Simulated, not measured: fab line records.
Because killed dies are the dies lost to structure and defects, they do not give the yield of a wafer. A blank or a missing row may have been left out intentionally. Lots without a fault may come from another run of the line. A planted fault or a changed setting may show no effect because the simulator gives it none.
fab line records | flow gf180mcu
[record] lots = 5 wafers = 15 lastDay = 33
route steps=602 shown NWELL@44 LVPWELL@54 MVSD@66
lots that met no fault: from a run of the same line without faults
startH: start of the lot's first displayed wafer, in hours after the record's first day | waitH: hours from the lot's prior step to this one | " same as the row above | L1.1+2: one row covering several wafers at once | - value missing, or start not given | * or withheld: withheld | < > ~ a bound
route shown NAME@n: a module of which the file shows steps, and the number in the route of the first | usual: average and standard deviation across the fault-free wafers | same: alike in all rows | chamber/n: place in a boat | sites: per-site readings | _std_site: the values' standard deviation | _edge_site: the outer-site mean with the inner-site mean subtracted | radiusMm: how far each site lies from the wafer's centre | mask NAME#n: copy n | behind: the most recent tool/chamber to have shaped the wafer | hold: why the lot was held/for how many hours/how that ended | device: transistor that didn't switch, given as n, p or np | end of line: tests of these same wafers at the route's end | for a step that has no rows: nothing shown but its recipe | killed: not the wafer's yield, but the dies lost to structure and defects at the first sort | map: the dies of a wafer, with x for killed, . for not killed, _ for no die there
set.NAME: the setting as run; set.NAME@STEP: as run at that earlier step | model.NAME: the simulator's own value behind a step, which no gauge read
lots seen at some steps along the route; tables by step, rows by wafer
services: when a tool's chamber went out of use (startH, in hours from the record's first day, below 0 if earlier), for how many hours, and the reason
[[steps]]
[step GF_NWELL_COAT_02]
[recipe] spinRpm = 2000 resistThkNm = 3000
// columns lot.wafer tool chamber startH waitH
L077.3+4+5 lithoTrack-02 0 63.40 0.1
L079.1+3+5 lithoTrack-04 0 75.43 0.1
L081.1+2+4 lithoTrack-02 0 88.40 0.1
L087.3+5+6 lithoTrack-01 0 118.61 0.1
L094.3+4+5 lithoTrack-02 0 155.80 0.1
[step GF_NWELL_SOFTBAKE_03]
[recipe] tempC = 110 timeS = withheld
[usual] plateTempC = 109.99/0.11
// columns lot.wafer tool chamber startH waitH plateTempC
L077.3 lithoTrack-02 0 63.57 0.1 110.05
L077.4 " 0 " " 109.95
L077.5 " 0 " " 109.82
L079.1 lithoTrack-04 0 75.58 0.1 109.76
L079.3 " 0 " " 109.95
L079.5 " 0 " " 109.96
L081.1 lithoTrack-02 0 88.55 0.1 109.94
L081.2 " 0 " " 109.98
L081.4 " 0 " " 109.91
L087.3 lithoTrack-01 0 118.78 0.1 109.91
L087.5 " 0 " " 110.04
L087.6 " 0 " " 110.20
L094.3 lithoTrack-02 0 155.96 0.1 110.03
L094.4 " 0 " " 109.87
L094.5 " 0 " " 109.92
[step GF_NWELL_EXPOSE_04]
[recipe] maskId = Nwell targetCdNm = 860 na = 0.6 sourceShape = conventional sigmaOuter = 0.6 doseMj = 260
[usual] focusOffsetNm = 0.0/0.54
// columns lot.wafer tool chamber startH waitH mask focusOffsetNm
L077.3 ilineStepper-01 0 - - Nwell#0 0.2
L077.4 " 0 " " Nwell#0 0.0
L077.5 " 0 " " Nwell#0 -0.7
L079.1 ilineStepper-02 0 - - Nwell#0 -0.5
L079.3 " 0 " " Nwell#0 -0.2
L079.5 " 0 " " Nwell#0 -0.7
L081.1 ilineStepper-02 0 - - Nwell#0 -0.1
L081.2 " 0 " " Nwell#0 0.2
L081.4 " 0 " " Nwell#0 0.4
L087.3 ilineStepper-01 0 - - Nwell#0 -0.3
L087.5 " 0 " " Nwell#0 -0.7
L087.6 " 0 " " Nwell#0 -0.7
L094.3 ilineStepper-01 0 - - Nwell#0 -0.3
L094.4 " 0 " " Nwell#0 0.2
L094.5 " 0 " " Nwell#0 0.0
[step GF_NWELL_PEB_05]
[recipe] tempC = 115 timeS = withheld
[usual] plateTempC = 114.98/0.14
// columns lot.wafer tool chamber startH waitH plateTempC
L077.3 lithoTrack-02 0 - - 114.82
L077.4 " 0 " " 114.88
L077.5 " 0 " " 114.92
L079.1 lithoTrack-02 0 - - 115.12
L079.3 " 0 " " 115.00
L079.5 " 0 " " 114.96
L081.1 lithoTrack-01 0 - - 115.03
L081.2 " 0 " " 114.82
L081.4 " 0 " " 114.88
L087.3 lithoTrack-04 0 - - 115.09
L087.5 " 0 " " 115.25
L087.6 " 0 " " 114.94
L094.3 lithoTrack-02 0 - - 115.23
L094.4 " 0 " " 115.17
L094.5 " 0 " " 115.06
[step GF_NWELL_DEVELOP_06]
[recipe] wallAngleDeg = 90 developTimeS = 60 devTempC = 23
// columns lot.wafer tool chamber startH waitH
L077.3+4+5 lithoTrack-02 0 - -
L079.1+3+5 lithoTrack-02 0 - -
L081.1+2+4 lithoTrack-01 0 - -
L087.3+5+6 lithoTrack-04 0 - -
L094.3+4+5 lithoTrack-02 0 - -
[step GF_NWELL_OVL_MEAS_07]
[usual] NWELL_OVL = 0.0/1.1
// columns lot.wafer tool chamber startH waitH NWELL_OVL[nm]
L077.3 overlay-01 - 70.46 - 0.1
L077.4 " - " " -0.7
L077.5 " - " " -0.8
L079.1 overlay-02 - 81.90 - 1.1
L079.3 " - " " -0.5
L079.5 " - " " -0.6
L081.1 overlay-01 - 95.46 - 1.0
L081.2 " - " " -1.7
L081.4 " - " " 0.8
L087.3 overlay-01 - 126.29 - -2.7
L087.5 " - " " -2.4
L087.6 " - " " -1.2
L094.3 overlay-02 - 163.51 - -0.2
L094.4 " - " " -1.3
L094.5 " - " " 1.2
[step GF_NWELL_IMPLANT_08]
[recipe] species = P energyKev = 450 doseCm2 = 1.5e+13 tiltDeg = 0
// columns lot.wafer tool chamber startH waitH
L077.3+4+5 implanter-02 0 70.53 0.1
L079.1+3+5 implanter-04 0 81.93 0.0
L081.1+2+4 implanter-02 0 95.49 0.0
L087.3+5+6 implanter-01 0 126.37 0.1
L094.3+4+5 implanter-01 0 163.58 0.1
[step GF_NWELL_IMPLANT_09]
[recipe] species = P energyKev = 160 doseCm2 = 4e+12 tiltDeg = 0
// columns lot.wafer tool chamber startH waitH
L077.3+4+5 implanter-02 0 70.68 0.1
L079.1+3+5 implanter-04 0 82.08 0.1
L081.1+2+4 implanter-02 0 95.64 0.1
L087.3+5+6 implanter-01 0 126.52 0.1
L094.3+4+5 implanter-01 0 163.73 0.1
[step GF_NWELL_STRIP_10]
[recipe] chemistry = O2/N2 powerW = 1400 pressureMtorr = 1500 platenTempC = 250 o2FlowSccm = 3000 n2FlowSccm = 300 overashFraction = 0.5
[usual] drypumpMotorCurrentA = 5.97/0.22 heaterPowerW = 345/25 o2FlowSccm = 3000/9.6 oesProductAu = 0.722/0.0046 platenTempC = 249.99/0.2 stripTimeToEndpointS = 37.00/0.093
// columns lot.wafer tool chamber startH waitH drypumpMotorCurrentA heaterPowerW o2FlowSccm oesProductAu platenTempC rfHoursCounterH stripTimeToEndpointS
L077.3 plasmaAsher-03 0 70.82 0.1 5.45 314 2999 0.728 249.91 - 37.08
L077.4 " 1 " " 5.88 320 2993 0.719 249.98 - 36.86
L077.5 " 1 " " 5.83 333 3003 0.724 250.03 - 36.96
L079.1 plasmaAsher-02 0 82.23 0.1 6.22 352 3012 0.724 250.39 44 36.92
L079.3 " 0 " " 6.22 365 3012 0.720 250.29 - 36.94
L079.5 " 1 " " 5.95 333 2999 0.728 249.82 - 37.10
L081.1 plasmaAsher-03 0 95.79 0.1 5.46 319 2989 0.726 250.03 32 37.04
L081.2 " 1 " " 5.85 330 3010 0.724 250.26 32 36.95
L081.4 " 0 " " 5.47 321 2996 0.721 249.97 - 37.07
L087.3 plasmaAsher-04 1 126.65 0.1 5.81 375 3000 0.719 249.97 - 37.01
L087.5 " 1 " " 5.83 378 2998 0.721 250.00 - 37.00
L087.6 " 0 " " 6.18 363 2980 0.720 249.99 - 36.94
L094.3 plasmaAsher-04 0 163.87 0.1 6.17 343 2995 0.715 249.39 - 36.98
L094.4 " 1 " " 5.83 380 3001 0.721 250.34 - 36.95
L094.5 " 0 " " 6.15 351 2988 0.723 249.73 - 37.13
[step GF_NWELL_TW_MEAS_11]
[usual] NWELL_TW = 1576/12
// columns lot.wafer tool chamber startH waitH NWELL_TW
L077.3 filmMetro-03 - 70.90 0.1 1560
L077.4 " - " " 1556
L077.5 " - " " 1562
L079.1 filmMetro-03 - 82.33 0.1 1567
L079.3 " - " " 1564
L079.5 " - " " 1570
L081.1 filmMetro-02 - 95.89 0.1 1575
L081.2 " - " " 1579
L081.4 " - " " 1572
L087.3 filmMetro-01 - 126.74 0.1 1576
L087.5 " - " " 1576
L087.6 " - " " 1579
L094.3 filmMetro-03 - 163.95 0.1 1600
L094.4 " - " " 1600
L094.5 " - " " 1596
[step GF_LVPWELL_DEHYDRATE_00]
[recipe] tempC = 200 timeS = 60
[usual] plateTempC = 200.02/0.17
// columns lot.wafer tool chamber startH waitH plateTempC
L077.3 lithoTrack-01 0 76.41 5.5 199.96
L077.4 " 0 " " 200.17
L077.5 " 0 " " 199.83
L079.1 lithoTrack-01 0 88.96 6.6 199.94
L079.3 " 0 " " 200.03
L079.5 " 0 " " 199.89
L081.1 lithoTrack-01 0 102.41 6.5 199.88
L081.2 " 0 " " 199.89
L081.4 " 0 " " 199.88
L087.3 lithoTrack-02 0 133.80 7.1 200.12
L087.5 " 0 " " 200.18
L087.6 " 0 " " 199.86
L094.3 lithoTrack-01 0 171.06 7.1 200.15
L094.4 " 0 " " 200.27
L094.5 " 0 " " 200.01
[step GF_LVPWELL_HMDS_01]
[recipe] primeTimeS = 60 primeTempC = 120
// columns lot.wafer tool chamber startH waitH
L077.3+4+5 lithoTrack-01 0 76.56 0.1
L079.1+3+5 lithoTrack-01 0 89.11 0.1
L081.1+2+4 lithoTrack-01 0 102.56 0.1
L087.3+5+6 lithoTrack-02 0 133.95 0.1
L094.3+4+5 lithoTrack-01 0 171.21 0.1
[step GF_LVPWELL_COAT_02]
[recipe] spinRpm = 2000 resistThkNm = 3000
// columns lot.wafer tool chamber startH waitH
L077.3+4+5 lithoTrack-01 0 76.71 0.1
L079.1+3+5 lithoTrack-01 0 89.26 0.1
L081.1+2+4 lithoTrack-01 0 102.71 0.1
L087.3+5+6 lithoTrack-02 0 134.10 0.1
L094.3+4+5 lithoTrack-01 0 171.36 0.1
[step GF_LVPWELL_SOFTBAKE_03]
[recipe] tempC = 110 timeS = withheld
[usual] plateTempC = 109.99/0.12
// columns lot.wafer tool chamber startH waitH plateTempC
L077.3 lithoTrack-01 0 76.88 0.1 109.85
L077.4 " 0 " " 110.02
L077.5 " 0 " " 109.95
L079.1 lithoTrack-01 0 89.41 0.1 110.09
L079.3 " 0 " " 109.95
L079.5 " 0 " " 109.97
L081.1 lithoTrack-01 0 102.86 0.1 109.98
L081.2 " 0 " " 110.01
L081.4 " 0 " " 109.92
L087.3 lithoTrack-02 0 134.26 0.1 110.06
L087.5 " 0 " " 110.07
L087.6 " 0 " " 109.97
L094.3 lithoTrack-01 0 171.52 0.1 109.97
L094.4 " 0 " " 110.13
L094.5 " 0 " " 109.74
[step GF_LVPWELL_EXPOSE_04]
[recipe] maskId = LVPWELL targetCdNm = 600 na = 0.6 sourceShape = conventional sigmaOuter = 0.6 doseMj = 260
[usual] focusOffsetNm = 0.0/0.53
// columns lot.wafer tool chamber startH waitH mask focusOffsetNm
L077.3 ilineStepper-02 0 - - LVPWELL#0 0.3
L077.4 " 0 " " LVPWELL#0 0.7
L077.5 " 0 " " LVPWELL#0 0.7
L079.1 ilineStepper-01 0 - - LVPWELL#0 0.0
L079.3 " 0 " " LVPWELL#0 0.6
L079.5 " 0 " " LVPWELL#0 0.7
L081.1 ilineStepper-01 0 - - LVPWELL#0 0.0
L081.2 " 0 " " LVPWELL#0 0.3
L081.4 " 0 " " LVPWELL#0 0.4
L087.3 ilineStepper-01 0 - - LVPWELL#0 -0.3
L087.5 " 0 " " LVPWELL#0 0.3
L087.6 " 0 " " LVPWELL#0 -0.4
L094.3 ilineStepper-02 0 - - LVPWELL#0 -0.6
L094.4 " 0 " " LVPWELL#0 0.4
L094.5 " 0 " " LVPWELL#0 -0.2
[step GF_LVPWELL_PEB_05]
[recipe] tempC = 115 timeS = withheld
[usual] plateTempC = 115.04/0.12
// columns lot.wafer tool chamber startH waitH plateTempC
L077.3 lithoTrack-01 0 - - 114.90
L077.4 " 0 " " 115.07
L077.5 " 0 " " 114.96
L079.1 lithoTrack-03 0 - - 115.23
L079.3 " 0 " " 115.07
L079.5 " 0 " " 115.24
L081.1 lithoTrack-02 0 - - 114.89
L081.2 " 0 " " 114.99
L081.4 " 0 " " 115.08
L087.3 lithoTrack-03 0 - - 115.04
L087.5 " 0 " " 115.12
L087.6 " 0 " " 115.21
L094.3 lithoTrack-01 0 - - 115.03
L094.4 " 0 " " 115.17
L094.5 " 0 " " 115.01
[step GF_LVPWELL_DEVELOP_06]
[recipe] wallAngleDeg = 90 developTimeS = 60 devTempC = 23
// columns lot.wafer tool chamber startH waitH
L077.3+4+5 lithoTrack-01 0 - -
L079.1+3+5 lithoTrack-03 0 - -
L081.1+2+4 lithoTrack-02 0 - -
L087.3+5+6 lithoTrack-03 0 - -
L094.3+4+5 lithoTrack-01 0 - -
[step GF_LVPWELL_OVL_MEAS_07]
[usual] LVPWELL_OVL = -1.1/1.5
// columns lot.wafer tool chamber startH waitH LVPWELL_OVL[nm]
L077.3 overlay-02 - 83.22 - -0.1
L077.4 " - " " 1.0
L077.5 " - " " -0.8
L079.1 overlay-02 - 95.94 - -3.2
L079.3 " - " " -2.9
L079.5 " - " " -4.9
L081.1 overlay-02 - 110.10 - -1.1
L081.2 " - " " -1.4
L081.4 " - " " -4.2
L087.3 overlay-01 - 141.80 - -0.6
L087.5 " - " " -1.2
L087.6 " - " " -0.6
L094.3 overlay-01 - 179.42 - 0.1
L094.4 " - " " 1.2
L094.5 " - " " 1.2
[step GF_LVPWELL_IMPLANT_08]
[recipe] species = B energyKev = 170 doseCm2 = 1.5e+13 tiltDeg = 0
// columns lot.wafer tool chamber startH waitH
L077.3+4+5 implanter-01 0 83.29 0.1
L079.1+3+5 implanter-04 0 95.98 0.0
L081.1+2+4 implanter-03 0 110.13 0.0
L087.3+5+6 implanter-03 0 141.88 0.1
L094.3+4+5 implanter-01 0 179.49 0.1
[step GF_LVPWELL_IMPLANT_09]
[recipe] species = B energyKev = 60 doseCm2 = 5e+12 tiltDeg = 0
// columns lot.wafer tool chamber startH waitH
L077.3+4+5 implanter-01 0 83.44 0.1
L079.1+3+5 implanter-04 0 96.13 0.1
L081.1+2+4 implanter-03 0 110.28 0.1
L087.3+5+6 implanter-03 0 142.03 0.1
L094.3+4+5 implanter-01 0 179.64 0.1
[step GF_LVPWELL_STRIP_10]
[recipe] chemistry = O2/N2 powerW = 1400 pressureMtorr = 1500 platenTempC = 250 o2FlowSccm = 3000 n2FlowSccm = 300 overashFraction = 0.5
[usual] drypumpMotorCurrentA = 5.8/0.32 heaterPowerW = 357/22 o2FlowSccm = 3000/8.5 oesProductAu = 0.723/0.0047 platenTempC = 250.02/0.19 stripTimeToEndpointS = 37.04/0.1
// columns lot.wafer tool chamber startH waitH drypumpMotorCurrentA heaterPowerW o2FlowSccm oesProductAu platenTempC rfHoursCounterH stripTimeToEndpointS
L077.3 plasmaAsher-01 1 83.58 0.1 5.3 339 2996 0.721 250.07 - 37.22
L077.4 " 0 " " 5.8 381 3014 0.722 250.15 - 37.06
L077.5 " 0 " " 5.8 384 3005 0.731 250.41 - 37.18
L079.1 plasmaAsher-04 0 96.28 0.1 6.2 345 2993 0.722 249.80 42 36.96
L079.3 " 1 " " 5.8 384 2996 0.724 249.92 - 36.94
L079.5 " 0 " " 6.2 356 3004 0.715 249.98 - 37.07
L081.1 plasmaAsher-04 1 110.43 0.1 5.8 378 2996 0.725 249.78 44 36.91
L081.2 " 0 " " 6.1 352 3010 0.714 250.00 44 36.96
L081.4 " 0 " " 6.1 353 3002 0.721 250.07 - 36.90
L087.3 plasmaAsher-04 0 142.16 0.1 6.2 353 2982 0.727 250.08 - 37.24
L087.5 " 0 " " 6.1 350 2980 0.714 249.97 - 37.28
L087.6 " 1 " " 5.8 382 2995 0.714 249.98 - 37.23
L094.3 plasmaAsher-04 0 179.78 0.1 6.2 351 2998 0.729 249.64 - 36.98
L094.4 " 1 " " 5.8 375 2996 0.722 250.32 - 37.05
L094.5 " 1 " " 5.8 382 3009 0.717 249.95 - 37.09
[step GF_LVPWELL_TW_MEAS_11]
[usual] LVPWELL_TW = 561/4.1
// columns lot.wafer tool chamber startH waitH LVPWELL_TW
L077.3 filmMetro-01 - 83.66 0.1 557
L077.4 " - " " 561
L077.5 " - " " 562
L079.1 filmMetro-03 - 96.38 0.1 567
L079.3 " - " " 564
L079.5 " - " " 564
L081.1 filmMetro-03 - 110.53 0.1 557
L081.2 " - " " 563
L081.4 " - " " 563
L087.3 filmMetro-03 - 142.25 0.1 566
L087.5 " - " " 565
L087.6 " - " " 563
L094.3 filmMetro-01 - 179.86 0.1 559
L094.4 " - " " 558
L094.5 " - " " 562
[step GF_MVSD_DEHYDRATE_00]
[recipe] tempC = 200 timeS = 60
[usual] plateTempC = 200.01/0.15
// columns lot.wafer tool chamber startH waitH plateTempC
L077.3 lithoTrack-01 0 89.96 6.3 200.08
L077.4 " 0 " " 200.06
L077.5 " 0 " " 200.15
L079.1 lithoTrack-03 0 102.69 6.3 199.92
L079.3 " 0 " " 200.26
L079.5 " 0 " " 199.99
L081.1 lithoTrack-04 0 117.88 7.3 199.77
L081.2 " 0 " " 200.12
L081.4 " 0 " " 199.93
L087.3 lithoTrack-01 0 149.46 7.2 199.87
L087.5 " 0 " " 200.17
L087.6 " 0 " " 200.17
L094.3 lithoTrack-04 0 187.78 7.9 200.12
L094.4 " 0 " " 199.96
L094.5 " 0 " " 199.97
[step GF_MVSD_HMDS_01]
[recipe] primeTimeS = 60 primeTempC = 120
// columns lot.wafer tool chamber startH waitH
L077.3+4+5 lithoTrack-01 0 90.11 0.1
L079.1+3+5 lithoTrack-03 0 102.84 0.1
L081.1+2+4 lithoTrack-04 0 118.03 0.1
L087.3+5+6 lithoTrack-01 0 149.61 0.1
L094.3+4+5 lithoTrack-04 0 187.93 0.1
[step GF_MVSD_COAT_02]
[recipe] spinRpm = 2000 resistThkNm = 3000
// columns lot.wafer tool chamber startH waitH
L077.3+4+5 lithoTrack-01 0 90.26 0.1
L079.1+3+5 lithoTrack-03 0 102.99 0.1
L081.1+2+4 lithoTrack-04 0 118.18 0.1
L087.3+5+6 lithoTrack-01 0 149.76 0.1
L094.3+4+5 lithoTrack-04 0 188.08 0.1
[step GF_MVSD_SOFTBAKE_03]
[recipe] tempC = 110 timeS = withheld
[usual] plateTempC = 110.02/0.15
// columns lot.wafer tool chamber startH waitH plateTempC
L077.3 lithoTrack-01 0 90.43 0.1 109.82
L077.4 " 0 " " 109.83
L077.5 " 0 " " 110.11
L079.1 lithoTrack-03 0 103.14 0.1 109.84
L079.3 " 0 " " 109.97
L079.5 " 0 " " 109.88
L081.1 lithoTrack-04 0 118.33 0.1 109.94
L081.2 " 0 " " 109.93
L081.4 " 0 " " 109.67
L087.3 lithoTrack-01 0 149.92 0.1 109.70
L087.5 " 0 " " 109.80
L087.6 " 0 " " 109.89
L094.3 lithoTrack-04 0 188.25 0.1 109.91
L094.4 " 0 " " 109.93
L094.5 " 0 " " 110.03
[step GF_MVSD_EXPOSE_04]
[recipe] maskId = MVSD targetCdNm = 1000 na = 0.6 sourceShape = conventional sigmaOuter = 0.6 doseMj = 260
[usual] focusOffsetNm = 0.1/0.49
// columns lot.wafer tool chamber startH waitH mask focusOffsetNm
L077.3 ilineStepper-02 0 - - MVSD#0 0.8
L077.4 " 0 " " MVSD#0 0.7
L077.5 " 0 " " MVSD#0 0.3
L079.1 ilineStepper-01 0 - - MVSD#0 -0.2
L079.3 " 0 " " MVSD#0 -0.6
L079.5 " 0 " " MVSD#0 -0.6
L081.1 ilineStepper-01 0 - - MVSD#0 0.1
L081.2 " 0 " " MVSD#0 0.6
L081.4 " 0 " " MVSD#0 0.7
L087.3 ilineStepper-01 0 - - MVSD#0 0.3
L087.5 " 0 " " MVSD#0 0.5
L087.6 " 0 " " MVSD#0 0.3
L094.3 ilineStepper-02 0 - - MVSD#0 -0.2
L094.4 " 0 " " MVSD#0 -0.4
L094.5 " 0 " " MVSD#0 -0.6
[step GF_MVSD_PEB_05]
[recipe] tempC = 115 timeS = withheld
[usual] plateTempC = 115.03/0.12
// columns lot.wafer tool chamber startH waitH plateTempC
L077.3 lithoTrack-03 0 - - 114.89
L077.4 " 0 " " 115.13
L077.5 " 0 " " 115.22
L079.1 lithoTrack-04 0 - - 115.22
L079.3 " 0 " " 114.87
L079.5 " 0 " " 115.00
L081.1 lithoTrack-04 0 - - 114.99
L081.2 " 0 " " 114.88
L081.4 " 0 " " 115.12
L087.3 lithoTrack-01 0 - - 115.13
L087.5 " 0 " " 115.07
L087.6 " 0 " " 115.01
L094.3 lithoTrack-04 0 - - 114.88
L094.4 " 0 " " 115.01
L094.5 " 0 " " 114.92
[[services]]
// columns tool chamber startH hours kind
ilineStepper-01 0 52.60 - calibration
ilineStepper-02 0 59.15 - calibration
plasmaAsher-04 - 67.40 14.6 pm
plasmaAsher-01 - 78.91 3.9 repair
ilineStepper-01 - 89.74 0.6 repair
ilineStepper-01 - 90.31 1.7 pm
plasmaAsher-01 - 96.67 2.3 repair
ilineStepper-02 - 102.14 4.4 pm
plasmaAsher-02 - 108.75 9.0 pm
plasmaAsher-02 0 108.75 9.0 ventCycle
plasmaAsher-02 1 108.75 9.0 ventCycle
plasmaAsher-02 0 117.75 - clean
plasmaAsher-02 1 117.75 - clean
implanter-04 - 118.58 3.7 repair
implanter-01 - 127.35 1.6 repair
ilineStepper-02 - 140.36 1.7 repair
ilineStepper-02 - 144.37 1.7 pm
implanter-03 - 145.47 0.9 repair
implanter-03 - 149.76 4.3 pm
plasmaAsher-03 - 163.02 3.9 repair
implanter-04 - 175.29 3.1 pm
plasmaAsher-03 - 180.40 1.0 repair
plasmaAsher-02 - 186.07 4.1 repair
[[key]]
fault none
